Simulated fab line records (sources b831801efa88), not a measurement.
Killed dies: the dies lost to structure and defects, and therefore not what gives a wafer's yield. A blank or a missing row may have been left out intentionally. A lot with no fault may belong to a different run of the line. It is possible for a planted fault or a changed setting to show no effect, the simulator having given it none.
Which of the tools did it? ; flow sky130 ; at 1 step of a route of 708, 12 lots with 36 wafers sampled

WHAT THE GAUGES READ, wafer by wafer
SKY_VIA2_OVL_MEAS_13.
lot;measured;on;VIA2_OVL (nm)
L075;day 37 04:22;overlay-02;-13 -9 -8
L077;day 37 05:26;overlay-01;-6 4 -5
L079;day 37 22:52;overlay-02;1 -8 -1
L081;day 38 14:56;overlay-01;-6 -6 3
L083;day 39 06:34;overlay-01;-7 -10 -9
L085;day 39 15:37;overlay-01;5 3 2
L087;day 40 11:17;overlay-01;-1 -6 -3
L089;day 40 23:10;overlay-01;-10 -11 -4
L093;day 42 17:44;overlay-01;4 7 -2
L091;day 42 21:33;overlay-01;-6 -1 -6
L092;day 43 00:38;overlay-02;3 -9 -8
L097;day 43 06:50;overlay-02;-4 -9 -2

WHAT TOOL EACH LOT RAN ON (gives the tool, then ch and the chambers of the sampled wafers, and finally the start)
The record holds no process step before these readings.

THE ANSWER, worked out from the rows above alone
Rule: the lots themselves supply what counts as usual. Put in order of their means at a reading, lots are off if they are a third of the lots or fewer, leave a main group of 4 or more, and stand apart from it by a gap of 3 or more times the standard deviation of the main group's means; of several such gaps the widest counts. A main group is skipped when, at the precision printed for the reading in the tables above, its means are all equal. A lot without any number at a reading at which 4 lots or more have one is off too. All remaining lots with rows at the step are treated as sound.
No lot is off at any reading shown: from this, nothing can be told.

WHAT WAS PUT IN BY THE SIMULATOR
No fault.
